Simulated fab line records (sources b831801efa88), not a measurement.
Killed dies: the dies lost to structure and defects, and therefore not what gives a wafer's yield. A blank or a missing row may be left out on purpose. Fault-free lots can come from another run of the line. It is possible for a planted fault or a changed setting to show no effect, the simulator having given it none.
One fault through the eyes of 2 desks || flow sky130 || what lay behind the numbers comes last; until then each desk has only its own

== AT THE METROLOGY DESK ==
Lot by lot, what the gauges showed, no matter which tool ran the lot: averages of those sampled wafers that carry a number. If a lot's mean is further than 4 standard deviations from the usual mean, the lot is out of limits and carries the mark OUT (the distance appears in the brackets).
Columns: A = LOCAL_INTERCONNECT_TIN_RS at SKY_LOCAL_INTERCONNECT_RS_MEAS_01, usual 14.08 ohm/sq; B = LOCAL_INTERCONNECT_TIN_THK at SKY_LOCAL_INTERCONNECT_THK_MEAS_02, usual 100.9 nm; C = LOCAL_INTERCONNECT_OVL at SKY_LOCAL_INTERCONNECT_OVL_MEAS_12, usual 0 nm
{"lot": "L621", "first seen here": "day 30 15:08", "A": 14.03, "B": 100.8, "C": -2}
{"lot": "L623", "first seen here": "day 31 14:59", "A": 14.30, "B": 99.6, "C": -1}
{"lot": "L626", "first seen here": "day 32 03:22", "A": 14.09, "B": 101.0, "C": 6}
{"lot": "L631", "first seen here": "day 34 05:32", "A": 14.08, "B": 100.1, "C": 1}
{"lot": "L632", "first seen here": "day 34 09:48", "A": 14.18, "B": 100.3, "C": -9}
{"lot": "L633", "first seen here": "day 34 15:05", "A": 14.05, "B": 100.4, "C": 3}
{"lot": "L634", "first seen here": "day 34 15:23", "A": 14.20, "B": 99.6, "C": 6}
{"lot": "L635", "first seen here": "day 35 07:59", "A": 14.03, "B": 101.2, "C": -3}
{"lot": "L641", "first seen here": "day 37 04:35", "A": "14.83 (+4.4) OUT", "B": 96.7, "C": 7}
{"lot": "L643", "first seen here": "day 37 15:51", "A": "14.93 (+5.0) OUT", "B": "95.6 (-4.1) OUT", "C": -2}
This desk reports L641, L643 out of limits; the earliest was L641 at day 37 04:35 (LOCAL_INTERCONNECT_TIN_RS at SKY_LOCAL_INTERCONNECT_RS_MEAS_01). L621, L623, L626, L631, L632, L633, L634, L635 stayed within limits.

== FOR THE TOOL OWNER'S DESK: pvdSputter-01 ==
The tool's own readings at SKY_LOCAL_INTERCONNECT_SPUTTER_00 (material TiN, target thk 100 nm, time 83.3 s): means of the sampled wafers that have a number, for each lot that ran on this tool. If a lot's mean is further than 4 standard deviations from the usual mean, the lot is out of limits and carries the mark OUT (the distance appears in the brackets).
Columns: A = chamberPressurePa at SKY_LOCAL_INTERCONNECT_SPUTTER_00, usual 0.4000 Pa; B = susceptorTempC at SKY_LOCAL_INTERCONNECT_SPUTTER_00, usual 300.01 C; C = throttleValvePct at SKY_LOCAL_INTERCONNECT_SPUTTER_00, usual 29.7 %
{"lot": "L621", "first seen here": "day 30 15:02", "A": 0.3996, "B": 299.97, "C": 28.8}
{"lot": "L623", "first seen here": "day 31 14:55", "A": 0.3996, "B": 300.09, "C": 29.5}
{"lot": "L631", "first seen here": "day 34 05:28", "A": 0.3994, "B": 300.09, "C": 29.6}
{"lot": "L632", "first seen here": "day 34 09:44", "A": 0.3995, "B": 299.98, "C": 28.6}
{"lot": "L641", "first seen here": "day 37 04:31", "A": 0.3995, "B": 299.73, "C": 29.6}
{"lot": "L643", "first seen here": "day 37 15:46", "A": 0.4000, "B": 299.99, "C": 29.7}
This desk found nothing out of limits on any of the 6 lots.

== TAKEN TOGETHER ==
On L641, L643, the metrology desk was in a position to raise an alarm at day 37 04:35.
Nothing out of limits was seen by the tool owner's desk.
On record at the tool owner's desk: L641, L643, within its limits.
All the named lots went through SKY_LOCAL_INTERCONNECT_SPUTTER_00 on pvdSputter-01.

== WHAT THE SIMULATOR PUT IN ==
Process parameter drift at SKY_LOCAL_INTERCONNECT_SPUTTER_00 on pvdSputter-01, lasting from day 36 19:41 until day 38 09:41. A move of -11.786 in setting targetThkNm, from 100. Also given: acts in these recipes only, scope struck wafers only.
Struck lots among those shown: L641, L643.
Hours from the fault's start to each desk's first reading out of limits: the metrology desk, 9.
